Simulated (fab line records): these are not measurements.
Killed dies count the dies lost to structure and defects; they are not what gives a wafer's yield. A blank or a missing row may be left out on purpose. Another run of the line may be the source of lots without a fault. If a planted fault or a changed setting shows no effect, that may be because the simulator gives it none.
Shared-tool check :: flow gf180mcu :: 14 lots, 42 wafers sampled

## WHY THIS WAS OPENED
Of 14 lots, 2 have the reading MVSD_OVL flagged at GF_MVSD_OVL_MEAS_07. No-fault wafers: 0.6 nm, standard deviation 1.1.
Rule: a lot gets a flag if all its wafers with a number sit over 4 standard deviations from that mean, or if no wafer of it has a number. All remaining lots are regarded as sound.

lot: L598
measured: day 4 11:16
on: overlay-02
MVSD_OVL (nm), wafer by wafer: 1.3 0.7 2.4
flag: 

lot: L599
measured: day 4 18:29
on: overlay-01
MVSD_OVL (nm), wafer by wafer: 0.7 0.4 0.8
flag: 

lot: L600
measured: day 5 00:01
on: overlay-01
MVSD_OVL (nm), wafer by wafer: 1.5 -0.2 -0.7
flag: 

lot: L602
measured: day 5 10:19
on: overlay-02
MVSD_OVL (nm), wafer by wafer: 1.8 1.9 1.8
flag: 

lot: L603
measured: day 5 18:43
on: overlay-01
MVSD_OVL (nm), wafer by wafer: 1.3 -0.1 2.4
flag: 

lot: L604
measured: day 5 20:14
on: overlay-01
MVSD_OVL (nm), wafer by wafer: 1.1 0.3 2.1
flag: 

lot: L605
measured: day 6 01:58
on: overlay-01
MVSD_OVL (nm), wafer by wafer: 1.4 0.9 1.9
flag: 

lot: L607
measured: day 6 16:53
on: overlay-01
MVSD_OVL (nm), wafer by wafer: 0.2 -1.1 -0.1
flag: 

lot: L608
measured: day 6 20:16
on: overlay-02
MVSD_OVL (nm), wafer by wafer: -0.3 -0.6 1.3
flag: 

lot: L609
measured: day 7 03:31
on: overlay-02
MVSD_OVL (nm), wafer by wafer: -1.1 1.2 -0.2
flag: 

lot: L611
measured: day 7 13:43
on: overlay-01
MVSD_OVL (nm), wafer by wafer: 0.7 1.0 1.3
flag: 

lot: L616
measured: day 8 17:37
on: overlay-01
MVSD_OVL (nm), wafer by wafer: 197.5 199.0 198.8
flag: FLAGGED

lot: L617
measured: day 8 23:55
on: overlay-02
MVSD_OVL (nm), wafer by wafer: 198.9 199.5 199.4
flag: FLAGGED

lot: L621
measured: day 9 21:43
on: overlay-01
MVSD_OVL (nm), wafer by wafer: 1.6 -0.7 0.6
flag: 
The numbers of the flagged lots are 198.8 nm on average: +198.2 nm against the usual, or +99 or more standard deviations.

## LOT BY LOT: THE TOOL USED
The record keeps 1 process step preceding the reading, out of 602 steps on the route. Read each cell as the tool, then ch plus the chambers that the sampled wafers visited, then the start.
lot: L598
flag: 
GF_MVSD_EXPOSE_04: iline_stepper-01 ch 0, day 4 04:37

lot: L599
flag: 
GF_MVSD_EXPOSE_04: iline_stepper-02 ch 0, day 4 11:41

lot: L600
flag: 
GF_MVSD_EXPOSE_04: iline_stepper-01 ch 0, day 4 16:59

lot: L602
flag: 
GF_MVSD_EXPOSE_04: iline_stepper-01 ch 0, day 5 03:26

lot: L603
flag: 
GF_MVSD_EXPOSE_04: iline_stepper-02 ch 0, day 5 11:50

lot: L604
flag: 
GF_MVSD_EXPOSE_04: iline_stepper-01 ch 0, day 5 13:14

lot: L605
flag: 
GF_MVSD_EXPOSE_04: iline_stepper-02 ch 0, day 5 19:02

lot: L607
flag: 
GF_MVSD_EXPOSE_04: iline_stepper-02 ch 0, day 6 09:29

lot: L608
flag: 
GF_MVSD_EXPOSE_04: iline_stepper-01 ch 0, day 6 12:55

lot: L609
flag: 
GF_MVSD_EXPOSE_04: iline_stepper-02 ch 0, day 6 19:44

lot: L611
flag: 
GF_MVSD_EXPOSE_04: iline_stepper-02 ch 0, day 7 06:14

lot: L616
flag: FLAGGED
GF_MVSD_EXPOSE_04: iline_stepper-02 ch 0, day 8 09:26

lot: L617
flag: FLAGGED
GF_MVSD_EXPOSE_04: iline_stepper-02 ch 0, day 8 15:59

lot: L621
flag: 
GF_MVSD_EXPOSE_04: iline_stepper-01 ch 0, day 9 13:05
What these steps do:
- GF_MVSD_EXPOSE_04: exposes mask MVSD, target cd 1000 nm.
- GF_MVSD_OVL_MEAS_07

## FLAGGED AGAINST TOTAL, ONE TOOL AT A TIME (gauges that did the reading follow at the end)
step: GF_MVSD_EXPOSE_04
tool: iline_stepper-01
lots run: 6
flagged: 0
share of the flagged lots: none
sound lots run after its first flagged lot: -

step: GF_MVSD_EXPOSE_04
tool: iline_stepper-02
lots run: 8
flagged: 2
share of the flagged lots: all
sound lots run after its first flagged lot: 0

step: GF_MVSD_OVL_MEAS_07
tool: overlay-01
lots run: 9
flagged: 1
share of the flagged lots: some
sound lots run after its first flagged lot: 1 (L621)

step: GF_MVSD_OVL_MEAS_07
tool: overlay-02
lots run: 5
flagged: 1
share of the flagged lots: some
sound lots run after its first flagged lot: 0

## WHAT THE TABLE ALLOWS
1 row of the table ran every flagged lot: iline_stepper-02 at GF_MVSD_EXPOSE_04.
- iline_stepper-02 at GF_MVSD_EXPOSE_04: 2 of its 8 lots flagged. Its last sound lot is L611 (day 7 06:14), its first flagged lot L616 (day 8 09:26): a fault that began between those two fits.
Left over: one tool, iline_stepper-02 at GF_MVSD_EXPOSE_04.

## WHAT HAD BEEN PUT IN BY THE SIMULATOR
Scanner matching overlay: iline_stepper-02, from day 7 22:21 on, at GF_MVSD_EXPOSE_04. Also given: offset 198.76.
Struck lots among those shown: L616, L617. Same finding as the rule above.
